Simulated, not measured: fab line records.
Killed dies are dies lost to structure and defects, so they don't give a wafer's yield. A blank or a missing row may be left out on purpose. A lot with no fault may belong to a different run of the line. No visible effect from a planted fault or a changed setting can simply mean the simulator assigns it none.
fab line records	flow sky130
record lots=15	wafers=45	last-day=50
route steps=708 shown FIELD_ISO@15 DNWELL@44 PWDE@52
lots that met no fault: from a run of the same line without faults
start-h: hours from the record's first day to the start of the lot's first wafer shown	wait-h: how many hours have passed since the lot's step before this one	" as in the row above	L1.1+2: a row that stands for several wafers	- value missing, or start not given	* or withheld: withheld	< > ~ a bound
route shown NAME@n: NAME is a module with steps in the file, n the number in the route of the first one	usual: average and standard deviation across the fault-free wafers	same: alike in all rows	chamber/n: place in a boat	sites: the reading at each site	_std_site: standard deviation of those values	_edge_site: outer sites' mean less inner sites'	radius-mm: how far each site lies from the wafer's centre	mask NAME#n: copy n	behind: the tool/chamber that last shaped the wafer	hold: reason for holding the lot/hours on hold/outcome of the hold	device: the n, p or np transistor that did not switch	end of line: the route-end tests of the same wafers	a step given without rows: its recipe and nothing more	killed: dies that structure and defects cost at the first sort, which is not the same as the wafer's yield	map: the dies of a wafer, with x for killed, . for not killed, _ for no die there
set.NAME: the setting that was run; set.NAME@STEP: the one run at that earlier step	model.NAME: the simulator's own value behind a step, which no gauge read
one table for each step of the route and one row for each wafer, over a sample of lots
services: the hour from which a tool's chamber was out of use, counted from the record's first day as start-h (under 0 if before that day), plus the number of hours and why
## steps
# step SKY_FIELD_ISO_ETCH_14
# recipe chemistry=N2/H2	target=BARC	ion-energy-ev=200	source-w=500	bias-w=100	pressure-mtorr=30	n2-flow-sccm=100	h2-flow-sccm=200	stop-on=SiO2	time-s=45.9	target-depth-a=600
# usual drypump-motor-current-A=5.8/0.5	oes-product-au=0.855/0.004	throttle-valve-pct=13.226/0.009
lot.wafer	tool	chamber	start-h	wait-h	drypump-motor-current-A	oes-product-au	rf-hours-counter-h	throttle-valve-pct
L842.3	rie-diel-01	2	38.62	0.1	6.2	0.850	69	13.222
L842.4	"	1	"	"	5.4	0.848	2	13.222
L842.5	"	3	"	"	6.5	0.853	-	13.241
L843.1	rie-diel-04	3	39.46	0.1	5.2	0.854	0	13.221
L843.3	"	0	"	"	5.1	0.849	93	13.239
L843.5	"	1	"	"	6.2	0.858	-	13.213
L845.1	rie-diel-01	1	48.31	0.1	5.3	0.854	3	13.234
L845.5	"	1	"	"	5.4	0.853	-	13.227
L845.6	"	2	"	"	6.2	0.852	-	13.226
L846.2	rie-diel-01	2	52.96	0.1	6.2	0.853	69	13.216
L846.3	"	0	"	"	5.8	0.852	5	13.223
L846.4	"	1	"	"	5.4	0.853	3	13.234
L848.2	rie-diel-04	3	66.31	0.1	5.1	0.854	1	13.217
L848.5	"	0	"	"	5.1	0.854	-	13.208
L848.6	"	1	"	"	6.3	0.855	-	13.219
L849.1	rie-diel-01	0	70.56	0.1	5.8	0.856	5	13.207
L849.2	"	3	"	"	6.5	0.853	136	13.249
L849.5	"	0	"	"	5.9	0.856	-	13.224
L850.3	rie-diel-02	2	75.51	0.1	5.9	0.850	58	13.232
L850.4	"	3	"	"	5.7	0.857	5	13.219
L850.6	"	1	"	"	4.9	0.859	-	13.229
L851.1	rie-diel-02	1	82.71	0.1	4.9	0.850	146	13.226
L851.4	"	3	"	"	5.7	0.854	5	13.214
L851.5	"	3	"	"	5.7	0.863	-	13.226
L853.1	rie-diel-04	3	91.41	0.1	5.2	0.849	2	13.228
L853.3	"	0	"	"	5.2	0.853	94	13.231
L853.5	"	2	"	"	5.7	0.846	-	13.210
L857.1	rie-diel-02	1	112.31	0.1	4.9	0.854	146	13.237
L857.3	"	2	"	"	5.9	0.857	59	13.230
L857.5	"	1	"	"	4.9	0.857	-	13.231
L858.4	rie-diel-04	3	116.51	0.0	5.2	0.859	2	13.235
L858.5	"	0	"	"	5.1	0.854	-	13.220
L858.6	"	1	"	"	6.3	0.857	-	13.216
L860.1	rie-diel-04	3	128.61	0.1	5.2	0.850	2	13.239
L860.2	"	2	"	"	5.7	0.859	139	13.217
L860.6	"	0	"	"	5.1	0.850	-	13.214
L862.1	rie-diel-04	2	144.81	0.1	5.7	0.854	139	13.239
L862.2	"	3	"	"	5.2	0.851	3	13.220
L862.3	"	0	"	"	5.1	0.859	95	13.247
L863.1	rie-diel-02	3	145.86	0.1	5.7	0.860	7	13.212
L863.4	"	2	"	"	5.8	0.854	59	13.235
L863.6	"	0	"	"	6.1	0.854	-	13.216
L864.2	rie-diel-01	3	155.21	0.1	6.5	0.860	137	13.232
L864.5	"	2	"	"	6.2	0.858	-	13.243
L864.6	"	1	"	"	5.4	0.849	-	13.231
# step SKY_FIELD_ISO_ANNEAL_26
# recipe temp-c=1000	time-s=1800	ambient=N2
# usual spike-tc-bottom-C=1020.2/2.3	spike-tc-centre-C=1001.5/1.3	spike-tc-upper-C=1000.4/1.1	zone-power-lower-pct=22.1/2.3
lot.wafer	tool	chamber	start-h	wait-h	spike-tc-bottom-C	spike-tc-centre-C	spike-tc-upper-C	zone-power-lower-pct
L842.3	furnace-01	0	45.75	2.7	1022.7	1000.8	1000.7	24.8
L842.4	"	0	"	"	1021.9	1002.6	1002.8	24.5
L842.5	"	0	"	"	1021.8	1001.2	999.0	24.1
L843.1	furnace-01	0	45.75	2.7	1023.9	1000.8	1000.6	25.1
L843.3	"	0	"	"	1020.3	1001.5	1000.9	24.6
L843.5	"	0	"	"	1022.6	1001.1	999.5	24.3
L845.1	furnace-02	0	52.86	1.3	1018.6	1001.8	999.6	19.6
L845.5	"	0	"	"	1016.9	1000.9	999.9	19.7
L845.6	"	0	"	"	1019.6	1003.0	1001.1	19.8
L846.2	furnace-01	0	56.83	1.1	1021.2	1001.4	1000.3	24.6
L846.3	"	0	"	"	1020.7	1000.1	1000.1	24.9
L846.4	"	0	"	"	1022.3	1000.4	1000.0	24.3
L848.2	furnace-01	0	68.57	0.0	1023.4	1001.4	1000.9	24.1
L848.5	"	0	"	"	1022.0	1000.3	998.8	24.4
L848.6	"	0	"	"	1021.0	999.3	1000.0	24.5
L849.1	furnace-02	-	73.00	0.1	-	-	-	-
L849.2	"	-	"	"	-	-	-	-
L849.5	"	-	"	"	-	-	-	-
L850.3	furnace-01	-	78.00	0.0	-	-	-	-
L850.4	"	-	"	"	-	-	-	-
L850.6	"	-	"	"	-	-	-	-
L851.1	furnace-01	-	84.62	0.1	-	-	-	-
L851.4	"	-	"	"	-	-	-	-
L851.5	"	-	"	"	-	-	-	-
L853.1	furnace-02	0	94.36	0.1	1018.9	999.9	1001.5	20.0
L853.3	"	0	"	"	1018.3	1001.8	1000.9	20.1
L853.5	"	0	"	"	1017.9	1000.5	1000.1	20.0
L857.1	furnace-02	0	127.85	5.5	1020.6	1001.9	1001.7	20.0
L857.3	"	0	"	"	1019.6	1002.6	999.8	19.5
L857.5	"	0	"	"	1019.8	1002.3	1000.5	19.1
L858.4	furnace-02	0	127.85	5.4	1018.6	1000.7	999.9	20.0
L858.5	"	0	"	"	1018.4	1004.4	1001.6	19.7
L858.6	"	0	"	"	1017.6	1002.0	1000.1	20.2
L860.1	furnace-01	0	134.24	3.6	1024.4	1002.3	1001.6	24.4
L860.2	"	0	"	"	1022.3	999.8	998.3	24.5
L860.6	"	0	"	"	1020.9	1001.0	1000.0	24.6
L862.1	furnace-01	0	146.72	0.1	1022.0	1000.0	998.1	24.3
L862.2	"	0	"	"	1021.9	1000.9	1000.1	24.2
L862.3	"	0	"	"	1023.4	999.7	999.3	24.3
L863.1	furnace-02	0	147.90	0.1	1019.1	1004.2	1001.4	19.8
L863.4	"	0	"	"	1018.4	1002.3	1000.0	19.5
L863.6	"	0	"	"	1017.6	1002.5	1001.4	19.8
L864.2	furnace-01	0	157.43	0.0	1021.7	1002.5	1000.2	24.5
L864.5	"	0	"	"	1023.8	999.8	999.5	24.3
L864.6	"	0	"	"	1020.4	1000.3	1000.2	24.3
# step SKY_DNWELL_TW_MEAS_09
# usual DNWELL_TW=1118/16
lot.wafer	tool	chamber	start-h	wait-h	DNWELL_TW
L843.1	film-metro-03	-	67.34	0.1	1111
L843.3	"	-	"	"	1113
L843.5	"	-	"	"	1112
L842.3	film-metro-01	-	67.71	0.1	1134
L842.4	"	-	"	"	1135
L842.5	"	-	"	"	1136
L845.1	film-metro-03	-	73.04	0.1	1103
L845.5	"	-	"	"	1102
L845.6	"	-	"	"	1094
L846.2	film-metro-01	-	77.95	0.1	1152
L846.3	"	-	"	"	1147
L846.4	"	-	"	"	1151
L848.2	film-metro-02	-	89.55	0.1	1116
L848.5	"	-	"	"	1121
L848.6	"	-	"	"	1119
L853.1	film-metro-02	-	116.64	0.1	1114
L853.3	"	-	"	"	1116
L853.5	"	-	"	"	1118
L857.1	film-metro-03	-	151.49	0.1	1101
L857.3	"	-	"	"	1100
L857.5	"	-	"	"	1101
L858.4	film-metro-02	-	151.92	0.1	1126
L858.5	"	-	"	"	1121
L858.6	"	-	"	"	1117
L860.1	film-metro-03	-	158.24	0.1	1111
L860.2	"	-	"	"	1106
L860.6	"	-	"	"	1109
L863.1	film-metro-02	-	172.09	0.1	1119
L863.4	"	-	"	"	1123
L863.6	"	-	"	"	1121
L862.1	film-metro-03	-	172.39	0.1	1104
L862.2	"	-	"	"	1103
L862.3	"	-	"	"	1103
L864.2	film-metro-03	-	183.00	0.1	1104
L864.5	"	-	"	"	1102
L864.6	"	-	"	"	1100
# step SKY_PWDE_OVL_MEAS_07
# usual PWDE_OVL=0.2/1.3
lot.wafer	tool	chamber	start-h	wait-h	PWDE_OVL[nm]
L843.1	overlay-02	-	84.69	-	1.5
L843.3	"	-	"	"	1.4
L843.5	"	-	"	"	0.1
L842.3	overlay-01	-	84.75	-	0.5
L842.4	"	-	"	"	2.0
L842.5	"	-	"	"	-0.7
L845.1	overlay-01	-	91.04	-	1.2
L845.5	"	-	"	"	2.4
L845.6	"	-	"	"	0.9
L846.2	overlay-01	-	95.40	-	-0.3
L846.3	"	-	"	"	-0.7
L846.4	"	-	"	"	-0.1
L848.2	overlay-02	-	108.15	-	-3.5
L848.5	"	-	"	"	-0.4
L848.6	"	-	"	"	0.2
L853.1	overlay-01	-	132.99	-	-0.8
L853.3	"	-	"	"	0.0
L853.5	"	-	"	"	0.8
L857.1	overlay-01	-	171.49	-	-1.6
L857.3	"	-	"	"	-1.4
L857.5	"	-	"	"	-0.8
L858.4	overlay-02	-	172.21	-	-3.0
L858.5	"	-	"	"	-0.2
L858.6	"	-	"	"	0.0
L860.1	overlay-01	-	178.49	-	0.7
L860.2	"	-	"	"	1.1
L860.6	"	-	"	"	1.7
L863.1	overlay-01	-	192.44	-	-0.3
L863.4	"	-	"	"	0.4
L863.6	"	-	"	"	0.6
L862.1	overlay-01	-	192.79	-	0.3
L862.2	"	-	"	"	-0.5
L862.3	"	-	"	"	-0.1
L864.2	overlay-02	-	204.49	-	-1.3
L864.5	"	-	"	"	0.1
L864.6	"	-	"	"	-1.5
## services
tool	chamber	start-h	hours	kind
rie-diel-04	2	36.50	19.5	repair
furnace-01	-	39.95	3.0	pm
rie-diel-02	0	49.30	11.6	repair
rie-diel-04	2	58.11	8.8	repair
furnace-02	-	103.13	5.0	pm
rie-diel-01	1	107.54	8.1	repair
rie-diel-04	-	109.91	4.3	pm
rie-diel-02	-	147.64	2.8	pm
## key
first-sign step=SKY_FIELD_ISO_ANNEAL_26	reading=tool-record	direction=missing
effect none on later readings
met-at SKY_FIELD_ISO_ANNEAL_26
struck-lots L849,L850,L851
later-rows-left-out L849.1,L849.2,L849.5,L850.3,L850.4,L850.6,L851.1,L851.4,L851.5
sort-left-out L849.1,L849.2,L849.5,L850.3,L850.4,L850.6,L851.1,L851.4,L851.5
tester-left-out L849,L850,L851
not-acting-at SKY_FIELD_ISO_ETCH_14,SKY_DNWELL_TW_MEAS_09,SKY_PWDE_OVL_MEAS_07
onset-between 68.57 73.00
fault kind=skipped-step-whole	tool=furnace-01,furnace-02	chamber=-	onset-h=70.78	steps=SKY_FIELD_ISO_ANNEAL_26	scope=struck-lots-only
# tester-left-out: of these lots the tester's yield and bins aren't shown, on N5 and GAA mostly nor the transistor test; their killed dies are dies lost to structure and defects alone, not to doping, threshold or leakage, so they don't give the yield
# sort-left-out: the simulated sort isn't trusted on such a fault, so these wafers' sort isn't shown, and their yield isn't known
# later-rows-left-out: the simulator's readings of these wafers behind a module that went badly wrong aren't trusted and aren't shown, but for the sort
